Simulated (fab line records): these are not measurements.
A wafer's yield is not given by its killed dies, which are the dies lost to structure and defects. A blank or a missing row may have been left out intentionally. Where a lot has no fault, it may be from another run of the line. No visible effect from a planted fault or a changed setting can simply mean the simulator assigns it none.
Tool commonality check    flow gf180mcu    12 lots and 36 wafers in the sample

WHAT PROMPTED THE OPENING
3 of 12 lots carry a flag on the reading HV_LDD_CVD_54_THK at GF_HV_LDD_THK_MEAS_55. No-fault wafers: 9.95 nm, standard deviation 0.14.
Rule: flag the lot when none of its wafers has a number, or when each of its wafers that has one lies beyond 4 standard deviations from that mean. All remaining lots are regarded as sound.

lot   measured      on             HV_LDD_CVD_54_THK (nm), wafer by wafer  flag
L884  day 13 00:00  film-metro-03  10.18 10.11 10.15                       
L885  day 13 09:23  film-metro-03  9.59 9.79 9.66                          
L888  day 14 10:03  film-metro-04  13.11 13.49 13.18                       FLAGGED
L889  day 14 16:45  film-metro-03  11.58 11.00 10.70                       FLAGGED
L891  day 15 12:44  film-metro-03  13.79 14.01 13.69                       FLAGGED
L898  day 17 21:48  film-metro-04  9.71 9.83 9.67                          
L899  day 18 10:00  film-metro-04  10.13 10.17 10.02                       
L900  day 18 13:03  film-metro-04  10.13 10.02 10.00                       
L901  day 18 20:49  film-metro-03  10.08 10.01 10.13                       
L902  day 19 01:21  film-metro-04  9.96 9.97 10.03                         
L903  day 19 12:30  film-metro-01  9.89 9.70 9.78                          
L904  day 19 21:06  film-metro-04  9.96 9.89 9.94                          
Average over the flagged lots: 12.73 nm; offset from the usual +2.78 nm, equal to +20 standard deviations.

LOT BY LOT: THE TOOL USED
2 process steps preceding the reading are held in the record, out of 602 steps in the route. Read each cell as the tool, then ch plus the chambers that the sampled wafers visited, then the start.
lot   flag     GF_HV_LDD_STRIP_22                    GF_HV_LDD_CVD_54
L884           plasma-asher-04 ch 0,1, day 11 07:14  lpcvd-02 ch 1, day 12 22:28
L885           plasma-asher-01 ch 0,1, day 11 17:28  lpcvd-01 ch 1, day 13 08:22
L888  FLAGGED  plasma-asher-04 ch 0,1, day 12 14:47  lpcvd-02 ch 0, day 14 09:02
L889  FLAGGED  plasma-asher-02 ch 0,1, day 12 20:30  lpcvd-02 ch 0, day 14 15:43
L891  FLAGGED  plasma-asher-01 ch 0,1, day 13 15:50  lpcvd-02 ch 1, day 15 11:43
L898           plasma-asher-01 ch 0,1, day 15 20:47  lpcvd-02 ch 1, day 17 20:16
L899           plasma-asher-02 ch 0,1, day 16 08:50  lpcvd-02 ch 0, day 18 08:59
L900           plasma-asher-01 ch 0, day 16 12:35    lpcvd-01 ch 1, day 18 12:02
L901           plasma-asher-04 ch 0,1, day 16 19:32  lpcvd-02 ch 1, day 18 19:47
L902           plasma-asher-04 ch 0,1, day 17 00:31  lpcvd-01 ch 0, day 19 00:20
L903           plasma-asher-01 ch 0,1, day 17 10:38  lpcvd-01 ch 0, day 19 11:29
L904           plasma-asher-02 ch 0,1, day 17 18:41  lpcvd-02 ch 0, day 19 20:05
These steps, and what they do:
- GF_HV_LDD_STRIP_22: strips in O2/N2.
- GF_HV_LDD_CVD_54: deposits SiO2 from TEOS, target thk 10 nm, time 75 s.
- GF_HV_LDD_THK_MEAS_55

FLAGGED OVER TOTAL, TOOL BY TOOL (the gauges that took the reading come last)
step                   tool             lots run  flagged  share of the flagged lots  sound lots run after its first flagged lot
GF_HV_LDD_STRIP_22     plasma-asher-01  5         1        some                       3 (L898,L900,L903)
GF_HV_LDD_STRIP_22     plasma-asher-02  3         1        some                       2 (L899,L904)
GF_HV_LDD_STRIP_22     plasma-asher-04  4         1        some                       2 (L901,L902)
GF_HV_LDD_CVD_54       lpcvd-01         4         0        none                       -
GF_HV_LDD_CVD_54       lpcvd-02         8         3        all                        4 (L898,L899,L901,L904)
GF_HV_LDD_THK_MEAS_55  film-metro-01    1         0        none                       -
GF_HV_LDD_THK_MEAS_55  film-metro-03    5         2        some                       1 (L901)
GF_HV_LDD_THK_MEAS_55  film-metro-04    6         1        some                       5 (L898,L899,L900,L902,L904)

WHAT IS ALLOWED BY THE TABLE
1 row of the table ran every flagged lot: lpcvd-02 at GF_HV_LDD_CVD_54.
- lpcvd-02 at GF_HV_LDD_CVD_54 ran 8 lots, 3 of them flagged. Sound lots ran on it after the first flagged one (L898, L899, L901, L904), which a lasting fault on the whole tool wouldn't allow. Its own readings lie more than 4 standard deviations out on every wafer of the flagged lots: spike-tc-centre-C, zone-power-centre-pct, zone-power-upper-pct.
Not one row of the table ran every flagged lot while running no sound lot after the first.

WHAT THE SIMULATOR HAD INSERTED
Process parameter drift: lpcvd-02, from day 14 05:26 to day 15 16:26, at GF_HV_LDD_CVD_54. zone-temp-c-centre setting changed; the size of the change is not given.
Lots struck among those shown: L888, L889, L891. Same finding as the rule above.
